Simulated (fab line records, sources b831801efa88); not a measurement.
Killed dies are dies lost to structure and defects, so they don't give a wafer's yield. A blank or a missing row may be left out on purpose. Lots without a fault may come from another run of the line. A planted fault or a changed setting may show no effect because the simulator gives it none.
Chamber matching | flow gf180mcu | GF_PASSIVATION_CVD_00 on pecvd-03: 3 sister chambers
The step deposits SiO2 from TEOS, target thk 1000 nm, time 111.95 s. 16 wafers are shown with their chamber, then 8 later ones without.

WAFERS WITH THEIR CHAMBER
wafer  | chamber | heater_power_w (W)
L145.4 | 1       | 725
L145.5 | 0       | 654
L145.6 | 2       | 545
L146.3 | 0       | 583
L146.4 | 0       | 639
L146.5 | 1       | 782
L147.1 | 0       | 612
L147.3 | 1       | 700
L147.5 | 1       | 731
L148.1 | 0       | 658
L148.4 | 2       | 675
L148.5 | 0       | 681
L152.1 | 1       | 636
L152.2 | 2       | 657
L152.4 | 0       | 688
L156.2 | 0       | 593

SIGNATURES (means of the wafers above)
reading        | chamber 0 | chamber 1 | chamber 2 | scatter within a chamber
heater_power_w | 638.50    | 714.80    | 625.67    | 49.6
Rule: a wafer's distance from a chamber is the root of the sum, over the readings, of the square of ((its reading less the chamber's mean) divided by the reading's scatter). The wafer belongs to the nearest chamber; if the next one is less than 2 further off, it can't be placed. The scatter: the root of (the sum of the squares of (reading less its chamber's mean) over the shown wafers, divided by (wafers less chambers)).

WAFERS WITHOUT THEIR CHAMBER
wafer  | heater_power_w (W)
L156.3 | 691
L156.6 | 655
L163.1 | 607
L163.2 | 700
L163.5 | 767
L167.1 | 570
L167.3 | 698
L167.4 | 740

WHICH CHAMBER EACH WENT THROUGH
wafer  | from the rows above          | in truth
L156.3 | can't be placed: 1 or 0 or 2 | 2
L156.6 | can't be placed: 0 or 2 or 1 | 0
L163.1 | can't be placed: 2 or 0 or 1 | 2
L163.2 | can't be placed: 1 or 0 or 2 | 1
L163.5 | can't be placed: 1 or 0 or 2 | 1
L167.1 | can't be placed: 2 or 0 or 1 | 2
L167.3 | can't be placed: 1 or 0 or 2 | 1
L167.4 | can't be placed: 1 or 0 or 2 | 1
Placed correctly: 0 of 8. Can't be placed from these rows: 8 (the true chamber is among the candidates in 8). Placed wrongly: 0.
